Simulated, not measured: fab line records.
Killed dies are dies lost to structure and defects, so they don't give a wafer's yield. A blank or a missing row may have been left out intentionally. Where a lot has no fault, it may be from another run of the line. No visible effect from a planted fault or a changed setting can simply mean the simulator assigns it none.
The tool behind it: which one? -- flow sky130 -- 39 wafers from 13 lots sampled at 2 of the route's 708 steps

== WHAT EACH GAUGE READ, for each wafer ==
SKY_CONTACT_CD_MEAS_14: target cd 170 nm.
lot,measured,on,cdNm (nm)
L192,day 32 13:49,cdSem-02,168.3 168.0 168.3
L193,day 33 03:08,cdSem-02,169.3 170.3 170.8
L194,day 33 09:01,cdSem-01,171.8 171.7 169.9
L198,day 34 09:18,cdSem-02,169.7 168.2 167.7
L199,day 34 21:52,cdSem-02,168.6 168.7 169.5
L200,day 35 08:46,cdSem-02,168.8 169.4 169.6
L202,day 35 19:31,cdSem-01,173.7 174.9 173.0
L203,day 36 01:59,cdSem-01,171.2 172.5 170.9
L204,day 36 11:51,cdSem-02,170.3 170.9 169.9
L205,day 36 21:18,cdSem-01,167.1 167.1 167.6
L209,day 37 20:14,cdSem-02,170.1 171.1 170.9
L212,day 38 22:49,cdSem-01,168.2 168.9 168.5
L213,day 39 11:04,cdSem-02,169.9 170.2 170.0

== TOOL THAT RAN EACH LOT (tool first, then ch and the chambers of the sampled wafers, then the start) ==
lot,SKY_LOCAL_INTERCONNECT_ETCH_13
L192,"rieMetal-01 ch 0,1, day 31 09:43"
L193,"rieMetal-03 ch 0,1, day 32 00:58"
L194,"rieMetal-01 ch 0,1, day 32 04:58"
L198,"rieMetal-03 ch 0,1, day 33 04:50"
L199,"rieMetal-04 ch 1, day 33 17:46"
L200,"rieMetal-03 ch 1, day 34 04:00"
L202,"rieMetal-01 ch 0,1, day 34 15:28"
L203,"rieMetal-03 ch 0,1, day 34 22:13"
L204,"rieMetal-04 ch 0,1, day 35 07:44"
L205,"rieMetal-03 ch 0,1, day 35 17:32"
L209,"rieMetal-01 ch 0,1, day 36 16:49"
L212,"rieMetal-03 ch 0,1, day 37 20:34"
L213,"rieMetal-01 ch 0,1, day 38 08:55"
- SKY_LOCAL_INTERCONNECT_ETCH_13: etches BARC in N2/H2, stops on SiO2, time 45.9 s, target depth 60 nm.

== WHAT THE TOOLS THEMSELVES READ (means of the sampled wafers that have a number; where no wafer has one, the mark that the record gives instead) ==
SKY_LOCAL_INTERCONNECT_ETCH_13.
lot,tool,biasW (W),drypumpMotorCurrentA (A),h2FlowSccm (sccm),oesProductAu (a.u.),throttleValvePct (%)
L192,rieMetal-01,100.0,5.71,200.0,0.854,13.231
L193,rieMetal-03,99.9,5.86,200.6,0.854,13.226
L194,rieMetal-01,100.0,5.71,200.5,0.852,13.213
L198,rieMetal-03,99.9,5.85,199.7,0.855,13.226
L199,rieMetal-04,99.6,5.97,200.3,0.856,13.219
L200,rieMetal-03,99.9,5.67,200.3,0.854,13.232
L202,rieMetal-01,99.7,5.56,199.9,0.854,13.222
L203,rieMetal-03,99.9,5.84,199.2,0.848,13.217
L204,rieMetal-04,100.1,5.58,200.8,0.854,13.223
L205,rieMetal-03,99.9,5.84,200.3,0.851,13.231
L209,rieMetal-01,100.2,5.71,199.7,0.854,13.233
L212,rieMetal-03,100.2,5.87,200.1,0.857,13.216
L213,rieMetal-01,100.1,5.56,200.2,0.857,13.225

== THE ANSWER, worked out from the rows above alone ==
Rule: the usual values come from the lots themselves. The widest of any qualifying gaps counts: lots, ordered by their means at a reading, are off when they make up no more than a third of the lots, leave a main group of 4 or more, and stand apart from it by 3 or more times the standard deviation of that group's means. A main group is skipped when, at the precision printed for the reading in the tables above, its means are all equal. A lot without any number at a reading at which 4 lots or more have one is off too. The other lots that the step has rows for count as sound. Order of review: gauges by route order, followed by the tools' own readings, for which a lot's mean as printed above is used. At the first step where some lot is off, the reading lying furthest off is the one used; lots without a number count as furthest.
No lot is off on any of the readings shown, so nothing can be concluded from this.

== WHAT HAD BEEN PUT IN BY THE SIMULATOR ==
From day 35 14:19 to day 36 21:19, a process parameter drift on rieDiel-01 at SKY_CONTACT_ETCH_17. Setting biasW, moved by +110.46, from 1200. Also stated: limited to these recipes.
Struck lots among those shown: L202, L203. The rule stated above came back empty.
